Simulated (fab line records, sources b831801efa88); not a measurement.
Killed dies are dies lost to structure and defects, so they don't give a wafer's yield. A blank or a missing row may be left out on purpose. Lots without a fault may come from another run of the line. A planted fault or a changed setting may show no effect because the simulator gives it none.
One fault seen from 2 desks | flow gf180mcu | each desk has only its own numbers; what lay behind them comes last

THE METROLOGY DESK
What the gauges read, lot by lot, whatever tool the lot ran on: means of the sampled wafers that have a number. A lot is out of limits, marked OUT, if its mean lies more than 4 standard deviations from the usual mean; the brackets give that distance.
Columns: A = V2_W_THK at GF_V2_THK_MEAS_25, usual 353 nm
lot  | first seen here | A
L468 | day 20 12:20    | 349
L469 | day 21 00:25    | 355
L477 | day 24 12:53    | 355
L479 | day 24 21:31    | 358
L482 | day 25 22:03    | 348
L483 | day 26 03:01    | 357
L484 | day 26 14:12    | 358
L485 | day 26 20:56    | 352
L486 | day 26 22:22    | 350
L487 | day 27 05:55    | 356
L488 | day 27 13:52    | 354
L489 | day 27 22:11    | 357
L490 | day 28 05:10    | 355
This desk's finding: nothing out of limits on any of the 13 lots.

THE TOOL OWNER'S DESK: litho_track-04
The tool's own readings at GF_V1_SOFTBAKE_10 (time 60 s): means of the sampled wafers that have a number, for each lot that ran on this tool. A lot is out of limits, marked OUT, if its mean lies more than 4 standard deviations from the usual mean; the brackets give that distance.
Columns: A = chill_plate_temp_C at GF_V1_SOFTBAKE_10, usual 23.01 C; B = exhaust_pa at GF_V1_SOFTBAKE_10, usual 44.8 Pa; C = heater_power_total_W at GF_V1_SOFTBAKE_10, usual 93.05 W; D = plate_temp_C at GF_V1_SOFTBAKE_10, usual 129.98 C; E = run_length_s at GF_V1_SOFTBAKE_10, usual 89.09 s
lot  | first seen here | A     | B    | C               | D      | E
L468 | day 17 19:00    | 23.03 | 45.7 | 93.04           | 130.18 | 89.25
L477 | day 21 22:00    | 22.82 | 44.3 | 96.30 (+52) OUT | -      | 83.05 (-30) OUT
L479 | day 22 08:00    | 23.04 | 45.4 | 96.32 (+53) OUT | -      | 83.02 (-30) OUT
This desk's finding: out of limits on L477, L479; first on L477, day 21 22:00 (heater_power_total_W at GF_V1_SOFTBAKE_10). In limits: L468.

PUT TOGETHER
The tool owner's desk could have raised an alarm at day 21 22:00, on L477, L479.
The metrology desk saw nothing out of limits.
The metrology desk has L477, L479 on record, within its limits.
Of the lots named, all ran GF_V1_SOFTBAKE_10 on litho_track-04.

WHAT THE SIMULATOR HAD PUT IN
Process parameter drift: litho_track-04, from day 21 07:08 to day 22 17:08, at GF_V1_SOFTBAKE_10. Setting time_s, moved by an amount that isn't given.
Lots struck among those shown: L477, L479.
Hours from the fault's start to each desk's first reading out of limits: the tool owner's desk, 15.
